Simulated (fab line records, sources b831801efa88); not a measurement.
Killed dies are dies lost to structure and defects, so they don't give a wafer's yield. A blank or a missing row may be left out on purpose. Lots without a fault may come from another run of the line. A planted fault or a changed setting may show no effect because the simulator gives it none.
Which tool did it? | flow sfq_line | 6 lots, 16 wafers sampled, at 1 step of a route of 325

WHAT THE GAUGES READ, wafer by wafer
SFQ_I0_OVL_MEAS_908.
lot  | measured     | on         | I0_OVL (nm)
L945 | day 21 02:00 | overlay-01 | -1
L950 | day 23 23:41 | overlay-02 | -2 1 -3
L953 | day 24 17:37 | overlay-01 | -3 3 8
L956 | day 25 14:43 | overlay-02 | 4 -1 4
L958 | day 26 20:43 | overlay-02 | 7 8 6
L960 | day 27 15:55 | overlay-01 | -1 0 5

WHICH TOOL RAN EACH LOT (tool, then ch and the chambers of the sampled wafers, then the start)
The record holds no process step before these readings.

THE ANSWER, worked out from the rows above alone
Rule: what is usual is taken from the lots themselves. Put in order of their means at a reading, lots are off if they are a third of the lots or fewer, leave a main group of 4 or more, and stand apart from it by a gap of 3 or more times the standard deviation of the main group's means; of several such gaps the widest counts. A main group whose means are all the same, to the digits that the tables above print for the reading, isn't used. A lot without any number at a reading at which 4 lots or more have one is off too. The other lots that the step has rows for count as sound.
No lot is off at any reading shown: from this, nothing can be told.

WHAT THE SIMULATOR HAD PUT IN
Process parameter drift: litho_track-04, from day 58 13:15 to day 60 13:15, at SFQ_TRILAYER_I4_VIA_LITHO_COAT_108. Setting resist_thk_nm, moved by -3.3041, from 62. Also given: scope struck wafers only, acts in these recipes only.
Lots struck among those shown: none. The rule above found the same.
